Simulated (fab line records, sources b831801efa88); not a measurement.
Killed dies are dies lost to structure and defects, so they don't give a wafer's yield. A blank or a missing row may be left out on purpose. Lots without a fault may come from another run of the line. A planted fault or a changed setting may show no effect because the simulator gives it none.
One fault seen from 2 desks | flow sky130 | each desk has only its own numbers; what lay behind them comes last

THE TOOL OWNER'S DESK: litho_track-02
The tool's own readings at SKY_METAL2_DEVELOP_14 (develop time 60 s): means of the sampled wafers that have a number, for each lot that ran on this tool. A lot is out of limits, marked OUT, if its mean lies more than 4 standard deviations from the usual mean; the brackets give that distance.
Columns: A = chill_plate_temp_C at SKY_METAL2_DEVELOP_14, usual 23.01 C
lot  | first seen here | A
L862 | day 36 03:00    | 22.85
L877 | day 40 08:00    | 23.07
L879 | day 40 19:00    | 23.09
L881 | day 41 02:00    | 23.02
L882 | day 41 08:00    | 23.00
This desk's finding: nothing out of limits on any of the 5 lots.

THE METROLOGY DESK
What the gauges read, lot by lot, whatever tool the lot ran on: means of the sampled wafers that have a number. A lot is out of limits, marked OUT, if its mean lies more than 4 standard deviations from the usual mean; the brackets give that distance.
Columns: A = cd_nm at SKY_METAL2_CD_MEAS_15, usual 140.0 nm
lot  | first seen here | A
L861 | day 35 13:07    | 139.7
L860 | day 35 14:25    | 137.1
L863 | day 36 03:08    | 138.6
L862 | day 36 04:07    | 142.5
L870 | day 38 08:49    | 141.8
L875 | day 39 20:56    | 140.2
L877 | day 40 08:50    | 137.8
L878 | day 40 09:47    | 141.9
L879 | day 40 19:46    | 141.4
L880 | day 40 22:19    | 140.9
L881 | day 41 02:55    | 139.1
L882 | day 41 08:49    | 142.1
This desk's finding: nothing out of limits on any of the 12 lots.

PUT TOGETHER
The tool owner's desk saw nothing out of limits.
The metrology desk saw nothing out of limits.

WHAT THE SIMULATOR HAD PUT IN
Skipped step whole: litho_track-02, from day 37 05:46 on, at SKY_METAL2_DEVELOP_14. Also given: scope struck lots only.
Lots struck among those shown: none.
